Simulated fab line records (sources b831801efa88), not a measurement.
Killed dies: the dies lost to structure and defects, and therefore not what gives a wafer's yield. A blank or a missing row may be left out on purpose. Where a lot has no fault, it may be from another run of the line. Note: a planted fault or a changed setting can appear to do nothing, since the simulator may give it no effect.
One fault through the eyes of 2 desks | flow sfqLine | only its own numbers are on each desk; what lay behind them is given at the end

== AT THE METROLOGY DESK ==
Means of the sampled wafers that have a number, per lot and without regard to the tool the lot ran on: this is what the gauges read. A lot is out of limits, marked OUT, if its mean lies more than 4 standard deviations from the usual mean; the brackets give that distance.
Columns: A = I3_BOW at SFQ_I3_BOW_MEAS_922, usual 1 um; B = I3_OVL at SFQ_I3_OVL_MEAS_923, usual -4 nm
lot  | first seen here | A  | B
L123 | day 30 05:38    | -7 | 4
L128 | day 32 22:48    | 2  | -2
L133 | day 35 08:02    | 2  | -12
L138 | day 36 18:30    | -4 | -6
L144 | day 38 23:05    | 1  | -6
Result from this desk: across the 5 lots, nothing is out of limits.

== FOR THE TOOL OWNER'S DESK: rieDiel-04 ==
The tool's own readings at SFQ_TRILAYER_I3_VIA_BARC_OPEN_VIA_ETCH_121 (etches BARC in O2, target depth 125 nm, time 41.7 s): means of the sampled wafers that have a number, for each lot that ran on this tool. A lot is out of limits, marked OUT, if its mean lies more than 4 standard deviations from the usual mean; the brackets give that distance.
Columns: A = biasW at SFQ_TRILAYER_I3_VIA_BARC_OPEN_VIA_ETCH_121, usual 80.02 W; B = drypumpMotorCurrentA at SFQ_TRILAYER_I3_VIA_BARC_OPEN_VIA_ETCH_121, usual 5.9 A; C = oesProductAu at SFQ_TRILAYER_I3_VIA_BARC_OPEN_VIA_ETCH_121, usual 0.685 a.u.; D = rfFwdPowerW at SFQ_TRILAYER_I3_VIA_BARC_OPEN_VIA_ETCH_121, usual 494.8 W
lot  | first seen here | A     | B   | C     | D
L128 | day 38 23:04    | 79.88 | 6.5 | 0.682 | 491.6
L133 | day 41 00:13    | 79.99 | 6.5 | 0.683 | 425.3 (-28) OUT
This desk's verdict: out of limits on L133, starting with L133 at day 41 00:13 (rfFwdPowerW at SFQ_TRILAYER_I3_VIA_BARC_OPEN_VIA_ETCH_121). L128 stayed within limits.

== TAKEN TOGETHER ==
The tool owner's desk had the chance to raise an alarm at day 41 00:13 on L133.
The metrology desk saw nothing out of limits.
The metrology desk has L133 on record, within its limits.
All the named lots went through SFQ_TRILAYER_I3_VIA_BARC_OPEN_VIA_ETCH_121 on rieDiel-04.

== WHAT WAS PUT IN BY THE SIMULATOR ==
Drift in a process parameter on rieDiel-04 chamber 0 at SFQ_TRILAYER_I3_VIA_BARC_OPEN_VIA_ETCH_121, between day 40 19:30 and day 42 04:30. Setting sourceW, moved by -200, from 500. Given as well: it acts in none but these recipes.
Shown lots that were struck: L133.
Hours from the fault's start to each desk's first reading out of limits: the tool owner's desk, 5.
